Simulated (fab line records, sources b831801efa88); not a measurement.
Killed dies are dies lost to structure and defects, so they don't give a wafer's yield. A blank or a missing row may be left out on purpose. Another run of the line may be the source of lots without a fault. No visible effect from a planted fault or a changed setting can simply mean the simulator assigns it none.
Comparing a struck lot with a sound one -- flow gf180mcu -- 15 steps out of a route of 602
Sound: the wafers L460.2, L460.4, L460.5. Wafers struck: L464.1, L464.4, L464.5. The cause comes at the end.
Order at every step that has rows: each side's tool, ch and its chambers, its first start. Under that, the readings that differ: sound wafers -- struck wafers -- difference of the means -- sigmas: that difference in standard deviations of wafers without a fault.
alike: a reading whose means differ by less than 2 such deviations, as well as words and numbers matching on both sides. not compared: withheld readings; readings where some wafer has no value; bounds like >300 that might hide an equal value; numbers whose values overlap and for which the record gives no deviation.
A row with sigmas, a row that says differs or no value, or rows on one side alone: a step with any of these is where the two part. Numbers that don't overlap but have no deviation are shown without sigmas and don't part them. Lack of a reading on every wafer of one side parts them only where that side has two or more wafers.

first, 3 steps without rows for these wafers: GF_M5_EXPOSE_04 (exposes mask Metal5, target cd 280 nm); GF_M5_PEB_05 (peb time 90 s); GF_M5_DEVELOP_06 (develop time 60 s).
GF_M5_CD_MEAS_07: the cd target is 280 nm.
  sound: cd-sem-01 at day 30 04:29; struck: cd-sem-01 at day 30 22:42
  alike: cd-nm
GF_M5_OVL_MEAS_08:
  sound: overlay-01 at day 30 04:35; struck: overlay-02 at day 30 22:49
  alike: M5_OVL
GF_M5_ETCH_09: etches Si3N4 in CF4/O2, target depth 52 nm, time 11.6 s.
  sound on rie-diel-02 ch 0,2,3, day 30 04:37; struck on rie-diel-01 ch 0,2, day 30 22:52
  alike: drypump-motor-current-A, oes-product-au, throttle-valve-pct
  not compared: rf-hours-counter-h
GF_M5_METAL_ETCH_10: etches the open film in Cl2/BCl3, stops on SiO2, target depth 750.8 nm, time 125.1 s.
  sound on rie-metal-04 ch 1, day 30 04:41; struck on rie-metal-02 ch 0,1, day 30 22:53
reading,sound,struck,difference,sigmas
oes-product-au (a.u.),0.992 0.990 1.002,0.972 0.978 0.975,-0.020,-3
  alike: drypump-motor-current-A, throttle-valve-pct
  not compared: rf-hours-counter-h
GF_M5_STRIP_11: strips in O2/N2.
  sound on plasma-asher-01 ch 0, day 30 04:53; struck on plasma-asher-02 ch 0,1, day 30 23:01
  alike: drypump-motor-current-A, heater-power-w, oes-product-au, strip-time-to-endpoint-s
  not compared: rf-hours-counter-h
then, 3 steps without rows for these wafers: GF_M5_STRIP_12 (strips in post etch residue remover, time 1200 s); GF_M5_CLEAN_13 (cleans in DIW); GF_V5_CVD_00 (deposits SiO2, target thk 300 nm, time 50 s).
GF_V5_THK_MEAS_01:
  sound: film-metro-04 at day 30 05:31; struck: film-metro-01 at day 30 23:35
reading,sound,struck,difference,sigmas
V5_CVD_00_THK (nm),304 305 305,296 297 294,-9,-3
GF_V5_CVD_02: deposits SiO2 from TEOS, target thk 1450 nm, time 163.28 s.
  sound on pecvd-04 ch 0,1,2, day 30 05:34; struck on pecvd-04 ch 0,1,2, day 30 23:39
reading,sound,struck,difference,sigmas
rf-fwd-power-W (W),598.8 596.9 598.5,695.6 696.1 693.1,+96.9,+51
model.SiO2_of_V5_CVD_02.thk-nm (nm),1456 1490 1439,1498 1530 1531,+58,
  alike: heater-power-w
GF_V5_THK_MEAS_03:
  sound: film-metro-01 at day 30 05:41; struck: film-metro-04 at day 30 23:46
reading,sound,struck,difference,sigmas
V5_CVD_02_THK (nm),1456 1489 1439,1498 1529 1531,+58,+3
GF_V5_CMP_04: polishes SiO2.
  sound on cmp-02 ch 0,1, day 30 05:44; struck on cmp-02 ch 0,1,2, day 30 23:49
  alike: head-pressure-psi, motor-current-A

## WHERE THEY PART
First at GF_M5_METAL_ETCH_10; last, within this record, at GF_V5_THK_MEAS_03. Later steps at which nothing parts them and some readings are alike: GF_V5_CMP_04.

WHY: what the simulator had put in
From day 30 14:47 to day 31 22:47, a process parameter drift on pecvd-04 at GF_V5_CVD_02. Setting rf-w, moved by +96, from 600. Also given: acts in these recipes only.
